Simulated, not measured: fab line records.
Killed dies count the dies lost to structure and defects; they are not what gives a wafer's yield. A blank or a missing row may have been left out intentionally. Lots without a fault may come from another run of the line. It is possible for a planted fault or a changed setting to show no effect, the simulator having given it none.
fab line records | flow sky130
[record] lots = 6 | wafers = 18 | lastDay = 50
route steps=708 shown LDD_N@237 PAD_OPEN@708
lots that met no fault: taken from a fault-free run of the same line
startH: hours from the record's opening day to when the first of the lot's shown wafers began | waitH: hours elapsed since this lot's preceding step | " repeats the value in the row above | L1.1+2: several wafers, shown together as one row | - value missing, or start not given | * or withheld: withheld | < > ~ a bound
route shown NAME@n: names a module that has steps shown in the file, with the first one's number in the route | usual: mean/standard deviation of fault-free wafers | same: alike in all rows | chamber/n: place in a boat | sites: the reading at each site | _std_site: the standard deviation of these | _edge_site: outer sites' mean less inner sites' | radiusMm: for every site, how far away it sits from the centre of the wafer | mask NAME#n: copy n | behind: the tool/chamber that last shaped the wafer | hold: reason for holding the lot/hours on hold/outcome of the hold | device: which transistor (n, p or np) failed to switch | end of line: the same wafers' tests at the end of the route | for a step that has no rows: nothing shown but its recipe | killed: count of dies lost to structure and defects at first sort (not the wafer's yield) | map: the dies of a wafer, with x for killed, . for not killed, _ for no die there
set.NAME: setting as actually run; set.NAME@STEP: the setting as run at that earlier step | model.NAME: the simulator's own value behind a step, which no gauge read
certain route steps with their lots: each step a table, each wafer a row
services: from which hour (startH, from the record's first day; less than 0 if before it) a tool's chamber was out of use, for how many hours, and why
[[steps]]
[step SKY_LDD_N_DEHYDRATE_00]
[recipe] tempC = 200 | timeS = 60
[step SKY_LDD_N_HMDS_01]
[recipe] primeTimeS = 60 | primeTempC = 120
[step SKY_LDD_N_COAT_02]
[recipe] resist = NOVOLAK | spinRpm = 3000 | resistThkNm = 300
[step SKY_LDD_N_SOFTBAKE_03]
[recipe] tempC = 90.7 | timeS = 60 | resist = NOVOLAK
[step SKY_LDD_N_EXPOSE_04]
[recipe] maskId = NTM | targetCdNm = 840 | na = 0.6 | sourceShape = conventional | sigmaOuter = 0.6 | doseMj = 110
[step SKY_LDD_N_PEB_05]
[recipe] tempC = withheld | timeS = * | resist = NOVOLAK
[step SKY_LDD_N_DEVELOP_06]
[recipe] developTimeS = 60 | devTempC = 23
[step SKY_LDD_N_OVL_MEAS_07]
[usual] LDD_N_OVL = -0.8/1.1
lot.wafer | tool       | chamber | startH | waitH | LDD_N_OVL[nm]
L223.1    | overlay-02 | -       | 468.82 | 0.1   | 0.1
L223.2    | "          | -       | "      | "     | -0.8
L223.5    | "          | -       | "      | "     | -1.8
L228.1    | overlay-01 | -       | 515.81 | 0.1   | -3.5
L228.5    | "          | -       | "      | "     | -2.0
L228.6    | "          | -       | "      | "     | -2.1
L230.1    | overlay-02 | -       | 520.82 | 0.1   | -0.3
L230.2    | "          | -       | "      | "     | -1.2
L230.5    | "          | -       | "      | "     | -0.1
L231.1    | overlay-01 | -       | 537.97 | 0.1   | -0.8
L231.5    | "          | -       | "      | "     | -1.6
L231.6    | "          | -       | "      | "     | -1.2
L234.1    | overlay-01 | -       | 559.16 | 0.1   | -0.1
L234.3    | "          | -       | "      | "     | 0.2
L234.4    | "          | -       | "      | "     | -0.4
L238.2    | overlay-02 | -       | 592.81 | 0.1   | -1.2
L238.4    | "          | -       | "      | "     | -0.1
L238.5    | "          | -       | "      | "     | -0.3
[step SKY_LDD_N_IMPLANT_08]
[recipe] species = As | energyKev = 20 | doseCm2 = 7.5e+13 | tiltDeg = withheld | rotationDeg = 23
[step SKY_LDD_N_IMPLANT_09]
[recipe] species = As | energyKev = 20 | doseCm2 = 7.5e+13 | tiltDeg = withheld | rotationDeg = 113
[step SKY_LDD_N_IMPLANT_10]
[recipe] species = As | energyKev = 20 | doseCm2 = 7.5e+13 | tiltDeg = withheld | rotationDeg = 203
[step SKY_LDD_N_IMPLANT_11]
[recipe] species = As | energyKev = 20 | doseCm2 = 7.5e+13 | tiltDeg = withheld | rotationDeg = 293
[step SKY_LDD_N_IMPLANT_12]
[recipe] species = BF2 | energyKev = 50 | doseCm2 = 5e+12 | tiltDeg = 30 | rotationDeg = 0
[usual] beamEnergyKeV = 49.997/0.017 | beamOnS = 9.99/0.2
lot.wafer | tool         | chamber | startH | waitH | beamEnergyKeV | beamOnS | model.implant.rpNm | model.implant.drpNm
L223.1    | implanter-04 | 0       | 469.45 | 0.1   | 49.994        | 9.93    | 32.17              | 18.83
L223.2    | "            | 0       | "      | "     | 50.004        | 9.93    | 32.17              | 18.83
L223.5    | "            | 0       | "      | "     | 50.011        | 9.98    | 32.17              | 18.83
L228.1    | implanter-04 | 0       | 516.44 | 0.1   | 50.010        | 9.92    | 30.76              | 18.83
L228.5    | "            | 0       | "      | "     | 50.033        | 10.01   | 30.76              | 18.83
L228.6    | "            | 0       | "      | "     | 50.000        | 10.52   | 30.76              | 18.83
L230.1    | implanter-04 | 0       | 521.45 | 0.1   | 48.234        | 10.20   | 31.63              | 18.34
L230.2    | "            | 0       | "      | "     | 48.206        | 9.95    | 31.63              | 18.34
L230.5    | "            | 0       | "      | "     | 48.222        | 9.77    | 31.63              | 18.34
L231.1    | implanter-04 | 0       | 538.60 | 0.1   | 48.189        | 9.89    | 31.96              | 18.34
L231.5    | "            | 0       | "      | "     | 48.165        | 9.70    | 31.96              | 18.34
L231.6    | "            | 0       | "      | "     | 48.188        | 10.37   | 31.96              | 18.34
L234.1    | implanter-01 | 0       | 559.79 | 0.1   | 49.991        | 9.90    | 32.93              | 18.83
L234.3    | "            | 0       | "      | "     | 49.989        | 10.13   | 32.93              | 18.83
L234.4    | "            | 0       | "      | "     | 50.003        | 10.19   | 32.93              | 18.83
L238.2    | implanter-01 | 0       | 593.47 | 0.1   | 49.981        | 9.98    | 31.93              | 18.83
L238.4    | "            | 0       | "      | "     | 49.981        | 10.20   | 31.93              | 18.83
L238.5    | "            | 0       | "      | "     | 49.983        | 10.08   | 31.93              | 18.83
[step SKY_LDD_N_IMPLANT_13]
[recipe] species = BF2 | energyKev = 50 | doseCm2 = 5e+12 | tiltDeg = 30 | rotationDeg = 90
[step SKY_PAD_OPEN_PROBE_99]
[usual] killed_at_M0_to_M3 = 44/7.9 | killed_at_M4_up = 3.1/1.9 | killedAtContacts = 24/4.6 | killedAtFrontEnd = 16/4.9 | killedAtOther = 0.3/0.6 | killedDies = 87/9.7 | killedOpen = 48/7.2 | killedShort = 39/5.6
[same] grossDies = 492 | killedAtBackSide = 0
lot.wafer | tool      | chamber | startH  | waitH | killed_at_M0_to_M3 | killed_at_M4_up | killedAtContacts | killedAtFrontEnd | killedAtOther | killedDies | killedOpen | killedShort
L223.1    | prober-02 | -       | 1110.38 | 0.1   | 33                 | 1               | 25               | 16               | 0             | 75         | 39         | 35
L223.2    | prober-02 | -       | 1110.43 | 0.1   | 46                 | 2               | 25               | 17               | 0             | 90         | 49         | 41
L223.5    | prober-02 | -       | 1110.58 | 0.2   | 54                 | 3               | 29               | 9                | 0             | 95         | 52         | 43
L228.1    | prober-01 | -       | 1180.89 | 0.1   | 41                 | 3               | 18               | 17               | 0             | 79         | 40         | 38
L228.5    | prober-01 | -       | 1181.09 | 0.2   | 47                 | 1               | 34               | 16               | 2             | 100        | 53         | 46
L228.6    | prober-01 | -       | 1181.14 | 0.2   | 51                 | 1               | 26               | 15               | 0             | 93         | 55         | 38
L230.1    | prober-01 | -       | 1184.51 | 0.1   | 33                 | 0               | 24               | 23               | 0             | 80         | 42         | 38
L230.2    | prober-01 | -       | 1184.56 | 0.1   | 53                 | 2               | 28               | 30               | 0             | 113        | 62         | 51
L230.5    | prober-01 | -       | 1184.71 | 0.2   | 41                 | 5               | 22               | 16               | 0             | 84         | 49         | 35
L231.1    | prober-02 | -       | 1187.38 | 0.1   | 37                 | 1               | 21               | 20               | 0             | 79         | 34         | 44
L231.5    | prober-02 | -       | 1187.58 | 0.2   | 42                 | 4               | 16               | 24               | 0             | 86         | 50         | 36
L231.6    | prober-02 | -       | 1187.63 | 0.2   | 37                 | 2               | 26               | 29               | 0             | 94         | 48         | 44
L234.1    | prober-02 | -       | 1190.73 | 0.1   | 40                 | 3               | 22               | 13               | 0             | 78         | 40         | 38
L234.3    | prober-02 | -       | 1190.83 | 0.2   | 38                 | 7               | 23               | 18               | 0             | 86         | 46         | 39
L234.4    | prober-02 | -       | 1190.88 | 0.2   | 44                 | 4               | 28               | 13               | 1             | 90         | 56         | 33
L238.2    | prober-01 | -       | 1190.78 | 0.1   | 41                 | 5               | 25               | 17               | 0             | 88         | 47         | 41
L238.4    | prober-01 | -       | 1190.88 | 0.2   | 43                 | 4               | 23               | 17               | 0             | 87         | 50         | 37
L238.5    | prober-01 | -       | 1190.93 | 0.2   | 36                 | 7               | 23               | 25               | 0             | 91         | 51         | 40
// killed by level:class
L223.1 CONTACT:geometricParticle:open=9 FIELD_ISO:geometricParticle:short=6 LI_CONTACT:geometricParticle:open=6 METAL1:geometricParticle:short=6 VIA3:geometricParticle:open=6 POLY_GATE:geometricParticle:open=4 METAL2:geometricParticle:short=4 VIA1:geometricParticle:open=4
L223.2 VIA3:geometricParticle:open=11 CONTACT:geometricParticle:open=10 VIA1:geometricParticle:open=10 METAL2:geometricParticle:short=6 LI_CONTACT:geometricParticle:open=5 POLY_GATE:geometricParticle:short=4 LI_CONTACT:geometricParticle:short=4 VIA1:geometricParticle:short=4
L223.5 VIA1:geometricParticle:open=13 CONTACT:geometricParticle:open=12 LI_CONTACT:geometricParticle:open=7 METAL1:geometricParticle:short=7 METAL2:geometricParticle:short=6 VIA2:geometricParticle:open=6 POLY_GATE:geometricParticle:short=4 METAL1:geometricParticle:open=4
L228.1 CONTACT:geometricParticle:open=9 FIELD_ISO:geometricParticle:short=8 VIA2:geometricParticle:open=7 VIA1:geometricParticle:open=7 METAL1:geometricParticle:short=5 METAL2:geometricParticle:short=5 POLY_GATE:geometricParticle:open=4 LOCAL_INTERCONNECT:geometricParticle:short=4
L228.5 LI_CONTACT:geometricParticle:open=9 CONTACT:geometricParticle:open=8 VIA2:geometricParticle:open=8 CONTACT:geometricParticle:short=7 FIELD_ISO:geometricParticle:open=6 VIA3:geometricParticle:open=6 VIA1:geometricParticle:open=5 VIA3:geometricParticle:short=5
L228.6 VIA1:geometricParticle:open=13 CONTACT:geometricParticle:open=11 VIA3:geometricParticle:open=10 METAL1:geometricParticle:short=8 LI_CONTACT:geometricParticle:open=7 POLY_GATE:geometricParticle:short=6 METAL2:geometricParticle:short=6 CONTACT:geometricParticle:short=4
L230.1 CONTACT:geometricParticle:open=10 FIELD_ISO:geometricParticle:open=6 VIA3:geometricParticle:open=6 LOCAL_INTERCONNECT:geometricParticle:short=6 VIA1:geometricParticle:open=6 POLY_GATE:geometricParticle:short=5 LI_CONTACT:geometricParticle:open=5 METAL2:geometricParticle:short=5
L230.2 VIA1:geometricParticle:open=13 CONTACT:geometricParticle:open=9 POLY_GATE:geometricParticle:open=8 METAL1:geometricParticle:short=8 FIELD_ISO:geometricParticle:open=7 POLY_GATE:geometricParticle:short=7 LI_CONTACT:geometricParticle:open=7 LOCAL_INTERCONNECT:geometricParticle:short=6
L230.5 VIA1:geometricParticle:open=17 LI_CONTACT:geometricParticle:open=8 CONTACT:geometricParticle:open=7 METAL1:geometricParticle:short=5 FIELD_ISO:geometricParticle:open=4 FIELD_ISO:geometricParticle:short=4 POLY_GATE:geometricParticle:open=4 LOCAL_INTERCONNECT:geometricParticle:short=4
L231.1 CONTACT:geometricParticle:open=11 FIELD_ISO:geometricParticle:short=7 VIA1:geometricParticle:open=7 VIA1:geometricParticle:short=5 METAL2:geometricParticle:short=5 POLY_GATE:geometricParticle:short=4 LOCAL_INTERCONNECT:geometricParticle:short=4 VIA2:geometricParticle:short=4
L231.5 VIA1:geometricParticle:open=10 FIELD_ISO:geometricParticle:open=7 METAL2:geometricParticle:short=7 LI_CONTACT:geometricParticle:open=6 POLY_GATE:geometricParticle:open=4 CONTACT:geometricParticle:open=4 METAL1:geometricParticle:short=4 VIA1:geometricParticle:short=4
L231.6 CONTACT:geometricParticle:open=8 FIELD_ISO:geometricParticle:open=7 LI_CONTACT:geometricParticle:open=7 FIELD_ISO:geometricParticle:short=6 POLY_GATE:geometricParticle:short=6 VIA1:geometricParticle:open=6 VIA3:geometricParticle:open=5 VIA2:geometricParticle:open=5
L234.1 VIA1:geometricParticle:open=9 POLY_GATE:geometricParticle:short=7 CONTACT:geometricParticle:open=7 LI_CONTACT:geometricParticle:open=6 VIA1:geometricParticle:short=6 VIA2:geometricParticle:open=6 CONTACT:geometricParticle:short=4 METAL1:geometricParticle:short=4
L238.2 VIA2:geometricParticle:open=10 VIA1:geometricParticle:open=9 CONTACT:geometricParticle:open=8 POLY_GATE:geometricParticle:open=6 VIA1:geometricParticle:short=6 LI_CONTACT:geometricParticle:short=5 METAL1:geometricParticle:short=5 POLY_GATE:geometricParticle:short=4
L234.3 VIA1:geometricParticle:open=12 VIA3:geometricParticle:open=7 POLY_GATE:geometricParticle:open=6 LI_CONTACT:geometricParticle:open=6 CONTACT:geometricParticle:short=6 METAL4:geometricParticle:short=4 POLY_GATE:geometricParticle:short=4 LOCAL_INTERCONNECT:geometricParticle:short=4
L234.4 CONTACT:geometricParticle:open=12 LI_CONTACT:geometricParticle:open=10 VIA1:geometricParticle:open=10 METAL1:geometricParticle:short=6 VIA3:geometricParticle:open=5 POLY_GATE:geometricParticle:open=4 METAL2:geometricParticle:short=4 METAL1:geometricParticle:open=4
L238.4 VIA1:geometricParticle:open=13 CONTACT:geometricParticle:open=9 VIA2:geometricParticle:open=9 VIA1:geometricParticle:short=7 LI_CONTACT:geometricParticle:open=7 CONTACT:geometricParticle:short=5 METAL2:geometricParticle:short=5 FIELD_ISO:geometricParticle:short=4
L238.5 POLY_GATE:geometricParticle:open=10 VIA1:geometricParticle:open=8 FIELD_ISO:geometricParticle:open=7 LI_CONTACT:geometricParticle:open=7 METAL4:geometricParticle:short=6 METAL2:geometricParticle:short=6 VIA3:geometricParticle:open=6 CONTACT:geometricParticle:open=5
[[services]]
tool         | chamber | startH | hours | kind
implanter-04 | -       | 458.44 | 0.7   | repair
implanter-01 | -       | 465.65 | 3.5   | repair
implanter-04 | -       | 497.34 | 2.0   | repair
[[key]]
[firstSign] step = SKY_LDD_N_IMPLANT_12 | reading = beamEnergyKeV | direction = down | sigmas = 99+ | usual = * | struck = *
effect none on later readings
[modelEffect] step = SKY_LDD_N_IMPLANT_12 | value = implant.rpNm | without = 32.97 | struck = 31.8
metAt SKY_LDD_N_IMPLANT_12
struckWafers L230.1,L230.2,L230.5,L231.1,L231.5,L231.6
testerLeftOut L230,L231
onsetBetween 516.44 521.45
[fault] kind = processParameterDrift | tool = implanter-04 | chamber = - | onsetH = 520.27 | steps = SKY_LDD_N_IMPLANT_12 | channel = energyKev | offset = * | shape = step | endH = 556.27 | actsIn = * | stated = *
// testerLeftOut: of these lots the tester's yield and bins aren't shown, on N5 and GAA mostly nor the transistor test; their killed dies are dies lost to structure and defects alone, not to doping, threshold or leakage, so they don't give the yield
